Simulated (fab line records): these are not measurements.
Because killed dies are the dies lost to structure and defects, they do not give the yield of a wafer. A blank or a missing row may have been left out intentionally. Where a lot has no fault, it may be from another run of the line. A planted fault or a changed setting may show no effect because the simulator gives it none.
The same fault as seen by 2 desks + flow sky130 + numbers are kept per desk, each desk with only its own; the story behind them comes last

AT THE METROLOGY DESK
What the gauges read for every lot (on any tool): the sampled wafers with a number, averaged. Any lot whose mean is over 4 standard deviations away from the usual mean is out of limits and marked OUT; that distance is given in the brackets.
Columns: A = cdNm at SKY_METAL4_CD_MEAS_13, usual 300.0 nm
| lot  | first seen here | A     |
|------|-----------------|-------|
| L531 | day 41 10:40    | 300.6 |
| L532 | day 41 21:16    | 301.0 |
| L534 | day 43 07:10    | 298.8 |
| L535 | day 43 08:08    | 300.5 |
| L533 | day 43 08:29    | 301.3 |
| L536 | day 43 10:14    | 295.8 |
| L537 | day 43 12:08    | 298.5 |
| L539 | day 43 20:25    | 299.6 |
| L540 | day 44 01:46    | 300.0 |
| L541 | day 44 14:37    | 302.2 |
| L552 | day 47 07:02    | 298.7 |
| L551 | day 47 08:07    | 299.6 |
| L553 | day 47 11:02    | 299.7 |
This desk found nothing out of limits on any of the 13 lots.

THE TOOL OWNER'S DESK: lithoTrack-03
The tool's own readings at SKY_LDD_HVP_DEVELOP_06 (develop time 60 s): means of the sampled wafers that have a number, for each lot that ran on this tool. Any lot whose mean is over 4 standard deviations away from the usual mean is out of limits and marked OUT; that distance is given in the brackets.
Columns: A = developerTempC at SKY_LDD_HVP_DEVELOP_06, usual 22.99 C
| lot  | first seen here | A     |
|------|-----------------|-------|
| L531 | day 21 06:50    | 22.99 |
| L532 | day 21 22:35    | 22.86 |
| L533 | day 22 15:12    | 22.83 |
| L537 | day 24 00:50    | 22.91 |
| L551 | day 29 01:44    | 23.06 |
This desk found nothing out of limits on any of the 5 lots.

ALL TOGETHER
From the metrology desk's view, nothing was out of limits.
The tool owner's desk saw nothing out of limits.

WHAT HAD BEEN PUT IN BY THE SIMULATOR
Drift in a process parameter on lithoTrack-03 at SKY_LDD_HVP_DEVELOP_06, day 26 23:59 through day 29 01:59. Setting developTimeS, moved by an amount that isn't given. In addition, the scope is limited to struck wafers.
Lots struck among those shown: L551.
